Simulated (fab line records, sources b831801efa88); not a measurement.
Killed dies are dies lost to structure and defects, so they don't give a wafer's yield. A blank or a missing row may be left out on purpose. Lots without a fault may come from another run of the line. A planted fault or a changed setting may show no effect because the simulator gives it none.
A struck lot beside a sound one | flow sfq_line | 15 steps out of a route of 325
Sound: wafers L877.1, L877.3, L877.4. Struck: wafers L880.1, L880.5. (L880.3 of the same lot was not struck and is left out.) The cause comes at the end.
At each step with rows: each side's tool, then ch and its chambers, then its first start. Under that, the readings that differ: sound wafers | struck wafers | difference of the means | sigmas: that difference in standard deviations of wafers without a fault.
alike: readings whose means differ by less than 2 such deviations, and words and numbers that are the same on both sides. not compared: withheld readings, readings that some wafer has no value for, bounds like >300 that may hide the same value, and numbers for which the record gives no deviation and whose values overlap.
The two part at a step that has a row with sigmas, a row that says differs or no value, or rows on one side only. Numbers that don't overlap but have no deviation are shown without sigmas and don't part them. A reading that every wafer of one side lacks parts them only if that side has two wafers or more.

first, 1 step without rows for these wafers: SFQ_TRILAYER_M7_STRIP_SOLV_CLEAN_182 (cleans in NMP, time 600 s).
SFQ_TRILAYER_I7_DEP_PECVD_183: deposits SiO2 from SiH4/N2O, time 111.11 s, target thk 500 nm.
  sound on pecvd-04 ch 0,1,2, day 75 00:13; struck on pecvd-04 ch 1,2, day 76 07:43
  alike: heater_power_w, throttle_valve_pct
SFQ_TRILAYER_I7_CMP_CMP_184: polishes SiO2.
  sound on cmp-02 ch 0,1,3, day 75 01:46; struck on cmp-02 ch 2,3, day 76 07:47
  alike: edge_zone_pressure_frac, motor_current_A, slurry_filter_dp_kPa, time_to_endpoint_s
SFQ_I7_BOW_MEAS_946:
  sound on film_metro-04, day 75 04:46; struck on film_metro-01, day 76 10:47
  alike: I7_BOW
SFQ_TRILAYER_I7_METRO_MEASURE_185:
  sound on film_metro-04, day 75 04:53; struck on film_metro-01, day 76 10:55
  alike: thk_nm
then, 6 steps without rows for these wafers: SFQ_TRILAYER_I7_VIA_LITHO_COAT_192 (resist thk 62 nm); SFQ_TRILAYER_I7_VIA_LITHO_COAT_187 (resist thk 650 nm); SFQ_TRILAYER_I7_VIA_LITHO_SOFTBAKE_191; SFQ_TRILAYER_I7_VIA_LITHO_EXPOSE_188 (exposes mask I7, target cd 1000 nm); SFQ_TRILAYER_I7_VIA_LITHO_PEB_190 (peb time 60 s); SFQ_TRILAYER_I7_VIA_LITHO_DEVELOP_189 (time 60 s).
-- the record jumps here: 5 days lie between the struck wafers' starts before and after --
SFQ_I7_OVL_MEAS_947:
  sound on overlay-02, day 79 00:53; struck on overlay-02, day 81 04:20
  alike: I7_OVL
SFQ_TRILAYER_I7_VIA_BARC_OPEN_VIA_ETCH_260: etches BARC in O2, target depth 125 nm, time 41.7 s.
  sound on rie_diel-02 ch 0,2,3, day 79 00:55; struck on rie_diel-04 ch 0,1, day 81 04:22
  reading                                                 | sound             | struck      | difference | sigmas
  model.KrF_of_TRILAYER_I7_VIA_LITHO_COAT_187.thk_nm (nm) | 572.7 570.3 570.9 | 587.8 587.5 | +16.4      |
  alike: drypump_motor_current_A, oes_product_au
  not compared: rf_hours_counter_h
SFQ_TRILAYER_I7_VIA_ETCH_VIA_ETCH_190: etches SiO2 in CHF3, stops on Nb, target depth 260 nm.
  sound on rie_diel-02 ch 0,2,3, day 79 00:57; struck on rie_diel-04 ch 0,1, day 81 04:25
  reading                                                 | sound           | struck  | difference | sigmas
  model.KrF_of_TRILAYER_I7_VIA_LITHO_COAT_187.thk_nm (nm) | 529 525.9 526.4 | 544 543 | +16        |
  alike: drypump_motor_current_A, oes_product_au
SFQ_TRILAYER_I7_VIA_STRIP_STRIP_191: strips in O2.
  sound on rie_metal-02 ch 0,1, day 79 01:04; struck on rie_metal-02 ch 0, day 81 04:31
  alike: drypump_motor_current_A, he_backside_leak_sccm, oes_product_au, platen_temp_c
  not compared: rf_hours_counter_h

WHERE THEY PART
Nowhere in this record.

WHY: what the simulator had put in
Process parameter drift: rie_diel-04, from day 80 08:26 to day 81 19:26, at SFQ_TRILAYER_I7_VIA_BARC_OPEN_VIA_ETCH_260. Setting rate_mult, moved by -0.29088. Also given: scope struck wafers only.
